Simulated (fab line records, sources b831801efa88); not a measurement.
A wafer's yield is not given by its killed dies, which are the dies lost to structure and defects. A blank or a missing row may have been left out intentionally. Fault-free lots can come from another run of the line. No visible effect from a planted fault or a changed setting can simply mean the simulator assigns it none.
A struck lot beside a sound one    flow gf180mcu    15 steps out of a route of 602
Sound: wafers L633.1, L633.2, L633.5. Struck: wafer L636.1. (L636.3, L636.4 of the same lot were not struck and are left out.) The cause comes at the end.
For every step that has rows: the tool of each side, followed by ch and its chambers, followed by its first start. Under that, the readings that differ: sound wafers    struck wafers    difference of the means    sigmas: that difference in standard deviations of wafers without a fault.
alike: readings whose means differ by less than 2 such deviations, and words and numbers that are the same on both sides. not compared: withheld readings, readings that some wafer has no value for, bounds like >300 that may hide the same value, and numbers for which the record gives no deviation and whose values overlap.
Wherever a step has rows on one side only, a row that says differs or no value, or a row with sigmas, the two part there. Numbers that have no deviation but don't overlap get no sigmas and don't part them. A reading missing from all wafers of one side parts the sides only when that side holds two or more wafers.

first, 4 steps without rows for these wafers: GF_CONTACT_SOFTBAKE_10 (time 60 s); GF_CONTACT_EXPOSE_11 (exposes mask Contact, target cd 220 nm); GF_CONTACT_PEB_12 (peb time 90 s); GF_CONTACT_DEVELOP_13 (develop time 60 s).
GF_CONTACT_CD_MEAS_14: target cd 220 nm.
  sound on cd_sem-02, day 20 06:00; struck on cd_sem-01, day 21 16:00
  alike: cd_nm
GF_CONTACT_OVL_MEAS_15:
  sound on overlay-01, day 20 06:07; struck on overlay-01, day 21 16:07
  alike: CONTACT_OVL
GF_CONTACT_ETCH_16: etches BARC in N2/H2.
  sound on rie_diel-04 ch 1,3, day 20 06:10; struck on rie_diel-01 ch 3, day 21 16:10
  alike: drypump_motor_current_A, oes_product_au, rf_fwd_power_W, throttle_valve_pct
GF_CONTACT_ETCH_17: etches SiO2 in C4F8/O2/Ar, stops on CoSi2, target depth 860 nm.
  sound on rie_diel-04 ch 1,3; struck on rie_diel-01 ch 3
  alike: oes_product_au, rf_fwd_power_W
GF_CONTACT_STRIP_18: strips in O2/N2.
  sound on plasma_asher-01 ch 0,1, day 20 06:19; struck on plasma_asher-04 ch 0, day 21 16:19
  alike: drypump_motor_current_A, heater_power_w, oes_product_au
  not compared: rf_hours_counter_h
then, 3 steps without rows for these wafers: GF_CONTACT_CLEAN_19 (cleans in SPM); GF_CONTACT_CLEAN_20 (cleans in DIW); GF_CONTACT_CLEAN_21 (cleans in dHF, time 20 s).
GF_CONTACT_SPUTTER_22: material Ti, target thk 15 nm, time 80.02 s.
  sound on pvd_sputter-01, day 20 06:37; struck on pvd_sputter-01, day 21 16:38
reading                                     sound                 struck  difference  sigmas
cathode_dc_power_W (W)                      2499.8 2500.7 2500.0  2373.0  -127.2      -99 or more
model.Ti_of_CONTACT_SPUTTER_22.thk_nm (nm)  14.82 14.88 15        14.21   -0.69       
  alike: throttle_valve_pct
GF_CONTACT_SPUTTER_23: material TiN, target thk 10 nm, time 40 s.
  sound on pvd_sputter-01, day 20 06:41; struck on pvd_sputter-01, day 21 16:42
  alike: cathode_dc_power_W, throttle_valve_pct
-- the record jumps here: 12 days lie between the struck wafers' starts before and after (it left off in module CONTACT and takes up again in module PASSIVATION, whose first step shown is number 602 of the route) --
GF_PASSIVATION_PROBE_99:
  rows exist in the record for the struck wafers here (prober-01, day 33 10:19), but not for the sound ones

## WHERE THEY PART
Last at GF_PASSIVATION_PROBE_99 as far as this record goes, first at GF_CONTACT_SPUTTER_22.

WHY: what had been put in by the simulator
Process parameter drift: pvd_sputter-01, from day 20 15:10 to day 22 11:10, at GF_CONTACT_SPUTTER_22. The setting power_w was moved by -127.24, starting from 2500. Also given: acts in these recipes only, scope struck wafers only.
